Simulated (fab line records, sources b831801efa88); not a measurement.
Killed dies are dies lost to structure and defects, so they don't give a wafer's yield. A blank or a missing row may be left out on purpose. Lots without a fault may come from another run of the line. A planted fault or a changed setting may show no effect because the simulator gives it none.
Problem report in the 8D (eight disciplines) form, filled by code | flow sky130 | the parts of the form that need people (team, actions taken, sign-off) are left out

1. THE PROBLEM
POLY_GATE_CVD_00_THK at SKY_POLY_GATE_THK_MEAS_01 reads a mean of 197.4 nm on 3 wafers of 1 lot; wafers without a fault read 179.8 nm with a standard deviation of 2.2. That is +8.0 standard deviations from the usual mean.
First seen on wafer L937.3, day 19 18:14, on film_metro-03. The record holds 39 wafers of 13 lots with a number at this step. Rule for "out", or "out of limits": more than 4 standard deviations from the usual mean. The other wafers with a number count as sound.

2. WHAT IT IS AND WHAT IT IS NOT
question                    | is                     | is not
which readings at this step | POLY_GATE_CVD_00_THK   | -
which lots                  | L937                   | L921, L922, L923, L924, L925, L926, L927, L928, L931, L935, L939, L941
which wafers of those lots  | all that have a number | -
read on which gauges        | film_metro-03          | film_metro-01, film_metro-04
when                        | from day 19 18:14      | up to then (30 sound wafers); but 6 sound wafers of L939, L941 came after

3. SUSPECTS, AND WHAT RULES EACH OUT
Counting: a tool at a process step up to the reading stays a suspect if it ran every lot that is out and no sound lot after the first of them.
- the gauge at SKY_POLY_GATE_THK_MEAS_01: ruled out. All the wafers that are out were read on film_metro-03, but those of them that SKY_POLY_GATE_CVD_00 has rows for are out there too, on other tools.
- lpcvd-01 at SKY_POLY_GATE_CVD_00 (deposits poly-Si, target thk 180 nm, time 720 s): ruled out as a lasting fault. Sound lots L939, L941 ran on it after its first lot that is out, L937 (day 19 17:01).
Left after counting: nothing in the record.

4. THE CAUSE (what the simulator had put in)
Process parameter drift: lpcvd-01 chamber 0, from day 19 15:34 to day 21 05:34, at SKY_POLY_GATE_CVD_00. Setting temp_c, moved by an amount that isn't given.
Counting ruled it out, wrongly: the rule takes a fault to strike every lot that its tool runs from its start on, and this one did not.

5. THE CHAIN OF EFFECTS, in route order
Each row: a reading whose mean over the struck wafers that have a number lies more than 3 standard deviations from the usual. Only readings for which the record gives a usual standard deviation are gone through. hours: the time from each lot's start at the first step in this table that gives one to its start at this step, as a median over the lots. sigmas: the change in usual standard deviations.
hours | step                      | reading              | usual    | on struck wafers | change | sigmas
0     | SKY_POLY_GATE_CVD_00      | spike_tc_centre_C    | 621.8 C  | 625.9            | +4.1   | +3.2
0     | SKY_POLY_GATE_CVD_00      | spike_tc_lower_C     | 619.6 C  | 624.4            | +4.8   | +3.2
0     | SKY_POLY_GATE_CVD_00      | susceptor_temp_C     | 620.00 C | 623.77           | +3.77  | +14
1     | SKY_POLY_GATE_THK_MEAS_01 | POLY_GATE_CVD_00_THK | 179.8 nm | 197.4            | +17.6  | +8.0
The process steps in it:
- SKY_POLY_GATE_CVD_00: deposits poly-Si, target thk 180 nm, time 720 s.
Later measuring or inspecting steps at which every struck wafer that the step has a row for has a number for every such reading, and none has moved that far: SKY_POLY_GATE_OVL_MEAS_14.

6. WHAT WOULD HAVE CAUGHT IT SOONER
In this record the first reading out of limits at a measuring or inspecting step was taken at day 19 18:14, 3 hours after the fault began at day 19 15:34.
The tool's own readings at SKY_POLY_GATE_CVD_00 were out on every struck wafer that the step has a row for (susceptor_temp_C): an alarm limit on them would have fired on the first of those.
